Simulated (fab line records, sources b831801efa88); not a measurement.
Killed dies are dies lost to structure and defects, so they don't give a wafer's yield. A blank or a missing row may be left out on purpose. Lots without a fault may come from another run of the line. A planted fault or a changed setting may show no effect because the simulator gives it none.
Chamber matching | flow sky130 | SKY_METAL3_ETCH_17 on rie_diel-01: 4 sister chambers
The step etches SiO2 in C4F8/O2/Ar, stops on TiN, time 3.9 s, target depth 15 nm. 14 wafers are shown with their chamber, then 6 later ones without.

WAFERS WITH THEIR CHAMBER
wafer  | chamber | oes_product_au (a.u.)
L257.3 | 1       | 0.743
L257.4 | 0       | 0.745
L257.6 | 1       | 0.767
L262.2 | 1       | 0.742
L262.3 | 0       | 0.752
L262.5 | 0       | 0.750
L266.1 | 3       | 0.746
L266.3 | 2       | 0.761
L266.4 | 1       | 0.754
L274.4 | 0       | 0.759
L274.5 | 0       | 0.741
L276.1 | 0       | 0.751
L276.4 | 1       | 0.769
L276.6 | 3       | 0.772

SIGNATURES (means of the wafers above)
reading        | chamber 0 | chamber 1 | chamber 2 | chamber 3 | scatter within a chamber
oes_product_au | 0.74967   | 0.75500   | 0.76100   | 0.75900   | 0.0109
Rule: a wafer's distance from a chamber is the root of the sum, over the readings, of the square of ((its reading less the chamber's mean) divided by the reading's scatter). The wafer belongs to the nearest chamber; if the next one is less than 2 further off, it can't be placed. The scatter: the root of (the sum of the squares of (reading less its chamber's mean) over the shown wafers, divided by (wafers less chambers)).

WAFERS WITHOUT THEIR CHAMBER
wafer  | oes_product_au (a.u.)
L277.2 | 0.750
L277.4 | 0.766
L277.5 | 0.756
L278.1 | 0.749
L278.2 | 0.761
L278.3 | 0.757

WHICH CHAMBER EACH WENT THROUGH
wafer  | from the rows above               | in truth
L277.2 | can't be placed: 0 or 1 or 3 or 2 | 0
L277.4 | can't be placed: 2 or 3 or 1 or 0 | 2
L277.5 | can't be placed: 1 or 3 or 2 or 0 | 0
L278.1 | can't be placed: 0 or 1 or 3 or 2 | 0
L278.2 | can't be placed: 2 or 3 or 1 or 0 | 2
L278.3 | can't be placed: 1 or 3 or 2 or 0 | 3
Placed correctly: 0 of 6. Can't be placed from these rows: 6 (the true chamber is among the candidates in 6). Placed wrongly: 0.
